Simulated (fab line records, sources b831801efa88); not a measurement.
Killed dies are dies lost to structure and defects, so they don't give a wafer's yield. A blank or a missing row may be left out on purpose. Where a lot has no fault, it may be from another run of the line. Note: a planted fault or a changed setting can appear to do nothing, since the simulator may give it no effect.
The tool behind it: which one? ; flow gf180mcu ; 45 wafers from 15 lots sampled at 3 of the route's 602 steps

WHAT THE GAUGES READ, wafer by wafer
GF_V3_OVL_MEAS_15.
lot;measured;on;V3_OVL (nm)
L805;day 22 21:03;overlay-02;-1 10 6
L806;day 23 00:48;overlay-02;-16 -11 -9
L808;day 23 20:03;overlay-01;2 -2 -6
L810;day 24 18:41;overlay-01;-4 -1 4
L811;day 24 22:26;overlay-01;6 -9 -5
L815;day 26 05:55;overlay-01;3 -1 7
L820;day 27 22:48;overlay-01;-4 -2 -1
L821;day 28 00:59;overlay-02;-16 -6 -7
L822;day 28 18:51;overlay-02;-6 -6 6
L825;day 29 05:31;overlay-02;-3 0 -9
L826;day 29 14:15;overlay-01;-4 -6 0
L827;day 29 21:03;overlay-02;6 0 7

TOOL THAT RAN EACH LOT (tool first, then ch and the chambers of the sampled wafers, then the start)
lot;GF_V1_SPUTTER_22;GF_M2_SPUTTER_03
L805;pvdSputter-03, day 18 10:53;pvdSputter-02, day 18 11:41
L806;pvdSputter-03, day 18 19:05;pvdSputter-04, day 18 19:53
L808;pvdSputter-04, day 19 16:10;pvdSputter-01, day 19 17:02
L810;pvdSputter-01, day 20 16:59;pvdSputter-02, day 20 18:07
L811;pvdSputter-04, day 20 19:38;pvdSputter-02, day 20 20:25
L812;pvdSputter-04, day 21 09:04;pvdSputter-04, day 21 09:52
L813;pvdSputter-01, day 21 18:58;pvdSputter-01, day 21 19:45
L814;pvdSputter-04, day 22 00:58;pvdSputter-01, day 22 01:45
L815;pvdSputter-01, day 22 09:56;pvdSputter-04, day 22 10:44
L820;pvdSputter-01, day 24 04:31;pvdSputter-02, day 24 05:18
L821;pvdSputter-03, day 24 07:37;pvdSputter-04, day 24 08:25
L822;pvdSputter-01, day 24 22:11;pvdSputter-04, day 25 01:09
L825;pvdSputter-04, day 25 15:46;pvdSputter-01, day 25 16:33
L826;pvdSputter-03, day 26 01:37;pvdSputter-01, day 26 02:25
L827;pvdSputter-03, day 26 08:34;pvdSputter-01, day 26 09:22
- GF_V1_SPUTTER_22: material TiN, target thk 10 nm, time 40 s.
- GF_M2_SPUTTER_03: material Ti, target thk 10 nm, time 6.7 s.

AS READ BY THE TOOLS THEMSELVES (means over the sampled wafers that have a number; for cases with no such wafer, the mark the record gives instead)
GF_V1_SPUTTER_22.
lot;tool;cathodeDcPowerW (W);chamberPressurePa (Pa);throttleValvePct (%)
L805;pvdSputter-03;4000.1;5.001;30.2
L806;pvdSputter-03;4000.2;5.009;31.9
L808;pvdSputter-04;4000.5;5.004;30.2
L810;pvdSputter-01;4000.5;5.001;29.3
L811;pvdSputter-04;3999.2;5.003;30.2
L812;pvdSputter-04;3999.9;4.991;30.3
L813;pvdSputter-01;4000.2;4.993;30.2
L814;pvdSputter-04;3999.3;5.012;30.0
L815;pvdSputter-01;4000.1;4.996;29.1
L820;pvdSputter-01;4000.5;5.003;29.4
L821;pvdSputter-03;3999.1;4.999;30.6
L822;pvdSputter-01;4000.7;4.997;29.5
L825;pvdSputter-04;4000.6;4.997;30.3
L826;pvdSputter-03;4000.0;4.997;31.1
L827;pvdSputter-03;4000.1;5.004;29.3

GF_M2_SPUTTER_03.
lot;tool;cathodeDcPowerW (W);chamberPressurePa (Pa);throttleValvePct (%)
L805;pvdSputter-02;2999.7;0.2999;30.6
L806;pvdSputter-04;2999.5;0.3001;31.2
L808;pvdSputter-01;3000.1;0.2994;29.4
L810;pvdSputter-02;3000.2;0.3002;30.9
L811;pvdSputter-02;3000.6;0.3005;30.9
L812;pvdSputter-04;-;-;-
L813;pvdSputter-01;-;-;-
L814;pvdSputter-01;-;-;-
L815;pvdSputter-04;3000.7;0.2998;31.4
L820;pvdSputter-02;3000.2;0.3005;30.4
L821;pvdSputter-04;2999.5;0.2999;30.3
L822;pvdSputter-04;3000.3;0.2998;30.2
L825;pvdSputter-01;3000.0;0.2995;29.5
L826;pvdSputter-01;3000.2;0.3004;30.1
L827;pvdSputter-01;3000.0;0.3001;29.5

THE ANSWER, worked out from the rows above alone
Rule: usual is defined by the lots themselves. Put in order of their means at a reading, lots are off if they are a third of the lots or fewer, leave a main group of 4 or more, and stand apart from it by a gap of 3 or more times the standard deviation of the main group's means; of several such gaps the widest counts. If all means in a main group match to the digits the tables above print for the reading, that group is not used. Also off: a lot with no number at a reading for which 4 or more lots have one. The other lots that the step has rows for count as sound. The gauges are gone through in route order, then the tools' own readings, and for those a lot's mean is taken as printed above. At the first step where some lot is off, the reading lying furthest off is the one used; lots without a number count as furthest.
Off, at GF_M2_SPUTTER_03 on cathodeDcPowerW: L812, L813, L814. Without a number there: L812, L813, L814. The main group has a mean of 3000.1 W with a standard deviation of 0.36.
A tool fits if, at that step or a process step before it, it ran every lot that is off, and no sound lot after the first of them. No candidate that was tried fits.

WHAT WAS PUT IN BY THE SIMULATOR
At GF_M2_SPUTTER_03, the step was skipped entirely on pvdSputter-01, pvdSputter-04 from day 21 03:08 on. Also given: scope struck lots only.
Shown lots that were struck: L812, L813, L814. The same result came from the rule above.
